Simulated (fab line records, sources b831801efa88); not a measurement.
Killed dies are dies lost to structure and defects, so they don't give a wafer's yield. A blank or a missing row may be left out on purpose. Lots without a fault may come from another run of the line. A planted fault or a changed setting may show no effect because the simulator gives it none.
fab line records | flow gf180mcu
record lots=12 wafers=36 last_day=34
route steps=602 shown LVPWELL@62 SAB@265 SALICIDE@284 V1@336
lots that met no fault: from a run of the same line without faults
start_h: hours from the record's first day to the start of the lot's first wafer shown | wait_h: hours since the lot's step before | " the same as in the row above | L1.1+2: a row that stands for several wafers | - no value, or no start given | * or withheld: withheld | < > ~ a bound
route shown NAME@n: a module of which the file shows steps, and the number in the route of the first | usual: mean/standard deviation of fault-free wafers | same: alike in all rows | chamber/n: place in a boat | sites: the reading at each site | _std_site: their standard deviation | _edge_site: outer sites' mean less inner sites' | radius_mm: how far each site lies from the wafer's centre | mask NAME#n: copy n | behind: the tool/chamber that last shaped the wafer | hold: why the lot was held/for how many hours/how that ended | device: the transistor (n, p or np) that didn't switch | end of line: the same wafers' tests at the end of the route | a step without rows: its recipe alone | killed: dies lost to structure and defects at the first sort, not the wafer's yield | map: a wafer's dies, x killed, . not, _ none there
set.NAME: the setting as run; set.NAME@STEP: as run at that earlier step | model.NAME: the simulator's own value behind a step, which no gauge read
steps of the route over a sample of lots; a table a step, a row a wafer
services: from which hour (start_h, from the record's first day; less than 0 if before it) a tool's chamber was out of use, for how many hours, and why
## steps
# step GF_LVPWELL_IMPLANT_08
# recipe species=B energy_kev=170 dose_cm2=1.5e+13 tilt_deg=0
# usual dose_ions_cm2=1.5e+13/1.8e+10 faraday_current_uA=84.4/1.7 tilt_deg=-0.003/0.018
# columns lot.wafer tool chamber start_h wait_h dose_ions_cm2 faraday_current_uA tilt_deg
L122.4 implanter-04 0 69.96 0.1 1.4991e+13 85.2 0.004
L122.5 " 0 " " 1.5e+13 86.0 0.004
L122.6 " 0 " " 1.4954e+13 86.9 0.026
L124.1 implanter-02 0 77.84 0.0 1.4965e+13 86.4 0.035
L124.2 " 0 " " 1.4996e+13 84.0 -0.006
L124.6 " 0 " " 1.4996e+13 82.0 0.013
L126.2 implanter-01 0 90.56 0.0 1.5012e+13 84.9 0.027
L126.3 " 0 " " 1.4998e+13 85.1 0.025
L126.6 " 0 " " 1.5001e+13 82.9 0.022
L128.1 implanter-01 0 101.57 0.0 1.4991e+13 84.1 -0.016
L128.5 " 0 " " 1.4989e+13 88.5 -0.019
L128.6 " 0 " " 1.4974e+13 86.2 0.017
L129.1 implanter-02 0 108.23 0.0 1.5024e+13 86.2 -0.007
L129.4 " 0 " " 1.5018e+13 83.6 -0.006
L129.5 " 0 " " 1.5032e+13 84.2 -0.011
L130.3 implanter-02 0 113.14 0.1 1.5046e+13 84.5 -0.003
L130.5 " 0 " " 1.5023e+13 85.1 -0.004
L130.6 " 0 " " 1.4972e+13 86.5 0.007
L132.2 implanter-02 0 125.54 0.0 1.4989e+13 84.0 -0.011
L132.3 " 0 " " 1.4994e+13 85.3 0.005
L132.6 " 0 " " 1.4984e+13 82.9 0.002
L133.1 implanter-02 0 131.18 0.0 1.4991e+13 84.4 0.008
L133.5 " 0 " " 1.4975e+13 83.6 -0.004
L133.6 " 0 " " 1.4983e+13 82.6 -0.002
L139.1 implanter-02 0 164.28 0.0 1.3686e+13 77.8 -0.022
L139.4 " 0 " " 1.3685e+13 78.5 -0.014
L139.6 " 0 " " 1.3646e+13 77.6 -0.018
L140.1 implanter-02 0 169.54 0.0 1.3683e+13 77.5 0.011
L140.2 " 0 " " 1.3695e+13 77.3 -0.003
L140.3 " 0 " " 1.3685e+13 77.1 -0.018
L143.2 implanter-04 0 185.56 0.0 1.5007e+13 82.5 0.007
L143.5 " 0 " " 1.5024e+13 81.7 0.041
L143.6 " 0 " " 1.5009e+13 84.6 0.030
L144.1 implanter-04 0 191.23 0.0 1.5e+13 85.3 -0.016
L144.4 " 0 " " 1.501e+13 84.5 0.036
L144.6 " 0 " " 1.4991e+13 84.5 -0.009
# step GF_LVPWELL_TW_MEAS_11
# usual LVPWELL_TW=556/4
# columns lot.wafer tool chamber start_h wait_h LVPWELL_TW
L122.4 film_metro-02 - 70.32 0.1 562
L122.5 " - " " 561
L122.6 " - " " 563
L124.1 film_metro-02 - 78.24 0.1 564
L124.2 " - " " 559
L124.6 " - " " 561
L126.2 film_metro-03 - 90.95 0.1 555
L126.3 " - " " 556
L126.6 " - " " 556
L128.1 film_metro-03 - 101.97 0.1 553
L128.5 " - " " 552
L128.6 " - " " 554
L129.1 film_metro-03 - 108.63 0.1 551
L129.4 " - " " 550
L129.5 " - " " 551
L130.3 film_metro-03 - 113.51 0.1 554
L130.5 " - " " 551
L130.6 " - " " 553
L132.2 film_metro-03 - 125.93 0.1 558
L132.3 " - " " 557
L132.6 " - " " 554
L133.1 film_metro-03 - 131.58 0.1 560
L133.5 " - " " 557
L133.6 " - " " 555
L139.1 film_metro-03 - 164.68 0.1 539
L139.4 " - " " 535
L139.6 " - " " 540
L140.1 film_metro-04 - 169.94 0.1 541
L140.2 " - " " 540
L140.3 " - " " 541
L143.2 film_metro-03 - 185.95 0.1 553
L143.5 " - " " 555
L143.6 " - " " 554
L144.1 film_metro-03 - 191.63 0.1 553
L144.4 " - " " 555
L144.6 " - " " 554
# step GF_VT_IMPLANT_RS_MEAS_48
# recipe thk_meas_gauge=four-point-probe
# usual LVPWELL_RS=1197.1/2.5
# columns lot.wafer tool chamber start_h wait_h LVPWELL_RS[ohm/sq]
L122.4 film_metro-02 - 158.44 0.1 1197.5
L122.5 " - " " 1202.3
L122.6 " - " " 1199.0
L124.1 film_metro-02 - 166.88 0.1 1197.6
L124.2 " - " " 1198.4
L124.6 " - " " 1200.7
L126.2 film_metro-04 - 184.02 0.1 1196.4
L126.3 " - " " 1197.6
L126.6 " - " " 1199.2
L128.1 film_metro-03 - 195.73 0.1 1195.1
L128.5 " - " " 1195.9
L128.6 " - " " 1194.4
L129.1 film_metro-04 - 203.16 0.1 1196.1
L129.4 " - " " 1198.9
L129.5 " - " " 1197.9
L130.3 film_metro-03 - 210.39 0.1 1191.8
L130.5 " - " " 1196.6
L130.6 " - " " 1195.9
L132.2 film_metro-04 - 226.65 0.1 1199.4
L132.3 " - " " 1195.7
L132.6 " - " " 1199.5
L133.1 film_metro-04 - 232.15 0.1 1196.3
L133.5 " - " " 1193.4
L133.6 " - " " 1198.2
L139.1 film_metro-04 - 271.20 0.1 1249.3
L139.4 " - " " 1247.2
L139.6 " - " " 1250.2
L140.1 film_metro-04 - 277.90 0.1 1254.9
L140.2 " - " " 1252.3
L140.3 " - " " 1255.1
L143.2 film_metro-02 - 298.33 0.1 1198.3
L143.5 " - " " 1201.9
L143.6 " - " " 1198.0
L144.1 film_metro-03 - 304.48 0.1 1192.5
L144.4 " - " " 1197.6
L144.6 " - " " 1193.5
# step GF_SAB_THK_MEAS_01
# recipe reads=SiO2_of_SAB_CVD_00
# usual SAB_CVD_00_THK=50.0/0.63
# columns lot.wafer tool chamber start_h wait_h SAB_CVD_00_THK[nm]
L122.4 film_metro-02 - 315.88 0.0 50.2
L122.5 " - " " 51.0
L122.6 " - " " 50.1
L124.1 film_metro-01 - 328.98 0.0 49.5
L124.2 " - " " 49.7
L124.6 " - " " 50.8
L126.2 film_metro-04 - 348.44 0.0 49.6
L126.3 " - " " 49.2
L126.6 " - " " 50.9
L128.1 film_metro-01 - 365.38 0.0 49.1
L128.5 " - " " 49.0
L128.6 " - " " 49.6
L129.1 film_metro-04 - 375.85 0.0 50.4
L129.4 " - " " 50.3
L129.5 " - " " 49.8
L130.3 film_metro-01 - 386.65 0.0 50.0
L130.5 " - " " 50.4
L130.6 " - " " 50.9
L132.2 film_metro-01 - 407.43 0.0 49.6
L132.3 " - " " 50.6
L132.6 " - " " 50.7
L133.1 film_metro-01 - 418.20 0.0 48.7
L133.5 " - " " 50.4
L133.6 " - " " 50.0
L139.1 film_metro-02 - 462.80 0.0 49.4
L139.4 " - " " 49.9
L139.6 " - " " 50.1
L140.1 film_metro-01 - 471.89 0.0 49.1
L140.2 " - " " 49.0
L140.3 " - " " 48.5
L143.2 film_metro-01 - 490.64 0.0 50.1
L143.5 " - " " 50.5
L143.6 " - " " 50.1
L144.1 film_metro-01 - 499.13 0.0 49.8
L144.4 " - " " 50.5
L144.6 " - " " 50.0
# step GF_SALICIDE_RTA_06
# recipe temp_c=530 time_s=30 ambient=N2
# usual lamp_power_pct=5.76/0.21 wafer_temp_C_max=534.1/1
# columns lot.wafer tool chamber start_h wait_h lamp_power_pct wafer_temp_C_max
L122.4 rtp_anneal-01 0 337.44 0.1 5.99 533.8
L122.5 " 0 " " 5.99 533.0
L122.6 " 0 " " 6.00 533.8
L124.1 rtp_anneal-02 0 351.37 0.1 5.56 534.0
L124.2 " 0 " " 5.57 534.5
L124.6 " 0 " " 5.57 535.1
L126.2 rtp_anneal-02 0 370.61 0.1 5.57 535.4
L126.3 " 0 " " 5.56 534.5
L126.6 " 0 " " 5.58 534.6
L128.1 rtp_anneal-01 0 388.77 0.1 5.99 533.0
L128.5 " 0 " " 6.00 534.4
L128.6 " 0 " " 5.99 533.6
L129.1 rtp_anneal-02 0 399.11 0.1 5.57 534.9
L129.4 " 0 " " 5.57 535.6
L129.5 " 0 " " 5.57 535.3
L130.3 rtp_anneal-02 0 410.05 0.1 5.57 533.7
L130.5 " 0 " " 5.58 532.9
L130.6 " 0 " " 5.57 536.5
L132.2 rtp_anneal-01 0 431.91 0.1 5.98 533.0
L132.3 " 0 " " 5.99 533.4
L132.6 " 0 " " 5.99 533.1
L133.1 rtp_anneal-01 0 442.47 0.1 5.99 532.9
L133.5 " 0 " " 5.98 533.0
L133.6 " 0 " " 5.99 532.3
L139.1 rtp_anneal-01 0 487.62 0.1 5.99 533.2
L139.4 " 0 " " 5.99 533.0
L139.6 " 0 " " 5.99 533.6
L140.1 rtp_anneal-02 0 496.86 0.1 5.57 533.5
L140.2 " 0 " " 5.57 535.3
L140.3 " 0 " " 5.58 534.1
L143.2 rtp_anneal-01 0 515.47 0.1 5.98 533.0
L143.5 " 0 " " 5.99 533.3
L143.6 " 0 " " 6.00 533.0
L144.1 rtp_anneal-01 0 523.52 0.1 6.00 533.0
L144.4 " 0 " " 6.00 533.4
L144.6 " 0 " " 5.99 533.3
# step GF_V1_THK_MEAS_01
# recipe reads=SiO2_of_V1_CVD_00
# usual V1_CVD_00_THK=601/5.3
# columns lot.wafer tool chamber start_h wait_h V1_CVD_00_THK[nm]
L122.4 film_metro-04 - 384.18 0.0 608
L122.5 " - " " 603
L122.6 " - " " 610
L124.1 film_metro-04 - 399.64 0.0 598
L124.2 " - " " 596
L124.6 " - " " 591
L126.2 film_metro-02 - 419.62 0.0 607
L126.3 " - " " 603
L126.6 " - " " 602
L128.1 film_metro-02 - 438.50 0.0 603
L128.5 " - " " 604
L128.6 " - " " 599
L129.1 film_metro-02 - 449.79 0.0 600
L129.4 " - " " 600
L129.5 " - " " 597
L130.3 film_metro-04 - 460.81 0.1 598
L130.5 " - " " 601
L130.6 " - " " 603
L132.2 film_metro-02 - 483.69 0.0 604
L132.3 " - " " 606
L132.6 " - " " 598
L133.1 film_metro-04 - 494.34 0.0 599
L133.5 " - " " 601
L133.6 " - " " 593
L139.1 film_metro-04 - 537.86 0.0 601
L139.4 " - " " 604
L139.6 " - " " 605
L140.1 film_metro-02 - 546.39 0.0 599
L140.2 " - " " 598
L140.3 " - " " 594
L143.2 film_metro-02 - 565.39 0.0 598
L143.5 " - " " 589
L143.6 " - " " 603
L144.1 film_metro-04 - 572.65 0.0 596
L144.4 " - " " 594
L144.6 " - " " 603
## services
# columns tool chamber start_h hours kind
implanter-01 - 59.92 1.2 repair
implanter-02 - 103.72 1.1 repair
implanter-01 - 120.28 2.4 pm
implanter-04 - 125.45 2.5 repair
implanter-01 - 129.63 3.3 repair
rtp_anneal-01 - 229.30 0.7 pm
implanter-02 - 243.47 3.7 pm
rtp_anneal-01 - 258.35 2.6 pm
implanter-02 - 261.16 1.5 repair
implanter-04 - 270.36 9.2 repair
implanter-04 - 290.53 4.1 repair
implanter-04 - 325.71 4.0 pm
implanter-01 - 357.31 3.0 pm
implanter-01 - 393.10 19.1 pm
implanter-04 - 407.55 10.4 repair
implanter-04 - 418.15 3.0 repair
implanter-04 - 419.07 2.1 repair
implanter-02 - 422.65 5.4 repair
implanter-01 - 454.37 1.0 repair
implanter-04 - 468.28 3.3 repair
implanter-02 - 504.75 2.0 repair
implanter-04 - 522.51 3.2 pm
## key
first_sign step=GF_LVPWELL_IMPLANT_08 reading=dose_ions_cm2 direction=down sigmas=72 usual=1.5e+13 struck=1.368e+13
effect step=GF_LVPWELL_IMPLANT_08 reading=faraday_current_uA direction=down sigmas=4 usual=84.4 struck=77.6
effect step=GF_LVPWELL_TW_MEAS_11 reading=LVPWELL_TW direction=down sigmas=4.1 usual=556 struck=539
effect step=GF_VT_IMPLANT_RS_MEAS_48 reading=LVPWELL_RS direction=up sigmas=22 usual=1197.1 struck=1251.5
met_at GF_LVPWELL_IMPLANT_08
struck_lots L139,L140
tester_left_out L139,L140
not_acting_at GF_SAB_THK_MEAS_01,GF_SALICIDE_RTA_06,GF_V1_THK_MEAS_01
onset_between 131.18 164.28
fault kind=process_parameter_drift tool=implanter-02 chamber=- onset_h=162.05 steps=GF_LVPWELL_IMPLANT_08 channel=dose_cm2 offset=-1.3166e+12 shape=step end_h=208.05 acts_in=these_recipes_only stated=1.5e+13
# tester_left_out: of these lots the tester's yield and bins aren't shown, on N5 and GAA mostly nor the transistor test; their killed dies are dies lost to structure and defects alone, not to doping, threshold or leakage, so they don't give the yield
